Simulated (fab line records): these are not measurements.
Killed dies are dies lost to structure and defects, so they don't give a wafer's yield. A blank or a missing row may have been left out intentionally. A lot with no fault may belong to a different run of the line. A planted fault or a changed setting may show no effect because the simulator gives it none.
Chamber matching	flow sky130	SKY_CONTACT_ETCH_16 on rie-diel-02 has 4 sister chambers
The step etches BARC in N2/H2, stops on SiO2, time 45.9 s, target depth 60 nm. 8 wafers are shown with their chamber, then 8 later ones without.

EACH WAFER AND ITS CHAMBER
wafer	chamber	drypump-motor-current-A (A)	oes-product-au (a.u.)
L088.6	2	5.9	0.851
L089.3	1	6.2	0.851
L089.5	3	6.3	0.857
L089.6	2	6.0	0.853
L090.1	0	6.3	0.851
L090.4	3	6.3	0.852
L090.5	1	6.2	0.850
L094.1	0	6.3	0.849

WAFERS WITHOUT THEIR CHAMBER
wafer	drypump-motor-current-A (A)	oes-product-au (a.u.)
L094.2	6.2	0.855
L094.5	6.3	0.857
L096.1	6.3	0.858
L096.3	6.0	0.850
L096.4	6.2	0.858
L097.1	6.3	0.855
L097.2	6.0	0.851
L097.5	6.3	0.856

WHICH CHAMBER EACH WENT THROUGH
wafer	from the rows above	in truth
L094.2	can't be placed: 1 or 3 or 0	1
L094.5	3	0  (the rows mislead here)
L096.1	3	3
L096.3	2	2
L096.4	can't be placed: 3 or 1 or 0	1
L097.1	3	3
L097.2	2	2
L097.5	3	3
Correct placement for 5 of the 8. Cannot be placed on the basis of these rows: 2; the candidates contain the true chamber in 2. Placed wrongly: 1.
How it was worked out, from the rows above alone: a wafer's distance from a chamber is the root of the sum, over the readings, of the square of ((its reading less the chamber's mean) divided by the reading's scatter). If the next closest chamber is less than 2 further off than the closest, the wafer can't be placed; otherwise it belongs to the closest. The mean given for a chamber averages the wafers shown for that chamber. The scatter: take each reading less its chamber's mean, square it, sum over the shown wafers, divide by the number of wafers less the number of chambers, and take the root.
